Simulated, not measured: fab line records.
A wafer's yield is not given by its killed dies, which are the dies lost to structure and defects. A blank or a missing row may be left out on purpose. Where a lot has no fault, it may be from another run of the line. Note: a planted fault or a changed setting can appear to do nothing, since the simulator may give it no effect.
A lot that was struck, set against a sound lot | flow sky130 | 16 out of 708 route steps
Sound: the wafers L955.2, L955.3, L955.4. Struck: wafer L965.5 (left out: L965.4, L965.6 of the same lot, which were not struck); the cause appears at the end.
At each step with rows: each side's tool, then ch and its chambers, then its first start. Under that, the readings that differ: sound wafers | struck wafers | difference of the means | sigmas: that difference in standard deviations of wafers without a fault.
alike: readings with means less than 2 such deviations apart, plus words and numbers identical on both sides. not compared: withheld readings, readings lacking a value on some wafer, bounds such as >300 that could conceal the same value, and numbers that have no deviation in the record and whose values overlap.
A row with sigmas, a row that says differs or no value, or rows on one side alone: a step with any of these is where the two part. Numbers that have no deviation but don't overlap get no sigmas and don't part them. A reading missing from all wafers of one side parts the sides only when that side holds two or more wafers.

SKY_VIA3_CMP_02: polishes SiO2.
  sound on cmp-02 ch 1,2,3, day 39 09:26; struck on cmp-01 ch 1, day 42 08:57
  alike: motor current A
SKY_VIA3_BOW_MEAS_03:
  sound: film metro-01 at day 39 09:43; struck: film metro-03 at day 42 09:13
  alike: VIA3_BOW
then, 8 steps without rows for these wafers: SKY_VIA3_DEHYDRATE_04 (time 60 s); SKY_VIA3_HMDS_05 (prime time 60 s); SKY_VIA3_COAT_06 (resist thk 60 nm); SKY_VIA3_COAT_07 (resist thk 450 nm); SKY_VIA3_SOFTBAKE_08 (time 90 s); SKY_VIA3_EXPOSE_09 (exposes mask VIM3, target cd 200 nm); SKY_VIA3_PEB_10; SKY_VIA3_DEVELOP_11 (develop time 60 s).
SKY_VIA3_CD_MEAS_12: target cd 200 nm.
  sound: cd sem-02 at day 40 08:17; struck: cd sem-01 at day 43 08:45
  alike: cd nm
SKY_VIA3_OVL_MEAS_13:
  sound: overlay-01 at day 40 08:24; struck: overlay-02 at day 43 08:50
  alike: VIA3_OVL
SKY_VIA3_ETCH_14: etches BARC in N2/H2, stops on SiO2, time 45.9 s, target depth 60 nm.
  sound on rie diel-01 ch 0,1,2, day 40 08:26; struck on rie diel-04 ch 1, day 43 08:51
  reading                                     | sound           | struck | difference | sigmas
  model.KrF-thick_of_VIA3_COAT_07.thk nm (nm) | 395 392.4 393.9 | 400.5  | +6.7       |
  alike: drypump motor current A, oes product au, throttle valve pct
  not compared: rf hours counter h
SKY_VIA3_ETCH_15: etches SiO2 in C4F8/O2/Ar, stops on TiN, target depth 507 nm, time 78 s.
  sound on rie diel-01 ch 0,1,2, day 40 08:28; struck on rie diel-04 ch 1, day 43 08:53
  reading                                     | sound             | struck | difference | sigmas
  model.KrF-thick_of_VIA3_COAT_07.thk nm (nm) | 295.2 291.4 292.1 | 296.9  | +4.0       |
  alike: oes product au
  not compared: rf hours counter h
SKY_VIA3_STRIP_16: strips in O2/N2.
  sound on plasma asher-04 ch 0,1, day 40 08:32; struck on plasma asher-02 ch 0, day 43 08:59
  reading                      | sound             | struck | difference | sigmas
  strip time to endpoint s (s) | 4.178 4.144 4.130 | 4.203  | +0.052     | +2
  alike: drypump motor current A, oes product au
  not compared: rf hours counter h
then, 1 step without rows for these wafers: SKY_VIA3_STRIP_17 (strips in post etch residue remover, time 1200 s).

## WHERE THEY PART
SKY_VIA3_STRIP_16 only, going by this record.

WHY: what had been put in by the simulator
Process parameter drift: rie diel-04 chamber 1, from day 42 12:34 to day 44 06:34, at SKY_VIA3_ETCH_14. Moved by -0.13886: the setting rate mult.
